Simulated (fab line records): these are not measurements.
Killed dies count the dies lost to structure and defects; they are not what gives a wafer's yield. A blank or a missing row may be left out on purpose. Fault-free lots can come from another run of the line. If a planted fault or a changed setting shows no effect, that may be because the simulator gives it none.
Chamber matching | flow gf180mcu | GF_V5_CMP_04 on cmp-02 has 4 sister chambers
The step polishes SiO2. 8 wafers are shown with their chamber, then 7 later ones without.

== WAFERS, EACH WITH ITS CHAMBER ==
wafer  | chamber | motorCurrentA (A)
L711.1 | 0       | 11.4
L711.3 | 3       | 11.3
L711.5 | 2       | 12.2
L712.2 | 1       | 10.3
L712.3 | 3       | 11.1
L712.5 | 1       | 11.2
L713.1 | 2       | 12.2
L713.2 | 0       | 10.7

== WAFERS MISSING THEIR CHAMBER ==
wafer  | motorCurrentA (A)
L713.5 | 11.4
L714.2 | 11.0
L714.3 | 11.6
L714.4 | 11.0
L721.3 | 10.9
L721.5 | 10.9
L721.6 | 12.3

== EACH ONE'S CHAMBER ==
wafer  | from the rows above               | in truth
L713.5 | can't be placed: 3 or 0 or 1 or 2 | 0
L714.2 | can't be placed: 0 or 3 or 1      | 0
L714.3 | can't be placed: 3 or 0 or 2 or 1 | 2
L714.4 | can't be placed: 0 or 3 or 1      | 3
L721.3 | can't be placed: 0 or 1 or 3      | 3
L721.5 | can't be placed: 0 or 1 or 3      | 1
L721.6 | 2                                 | 2
1 of 7 placed correctly. From these rows, 6 cannot be placed; in 6 the true chamber is one of the candidates. 0 placed wrongly.
How it was worked out, from the rows above alone: a wafer's distance from a chamber is the root of the sum, over the readings, of the square of ((its reading less the chamber's mean) divided by the reading's scatter). If the next closest chamber is less than 2 further off than the closest, the wafer can't be placed; otherwise it belongs to the closest. A chamber's mean is the mean of its shown wafers. The scatter is the square root of a quotient: the sum, over the shown wafers, of each reading's squared deviation from its chamber's mean, divided by wafers minus chambers.
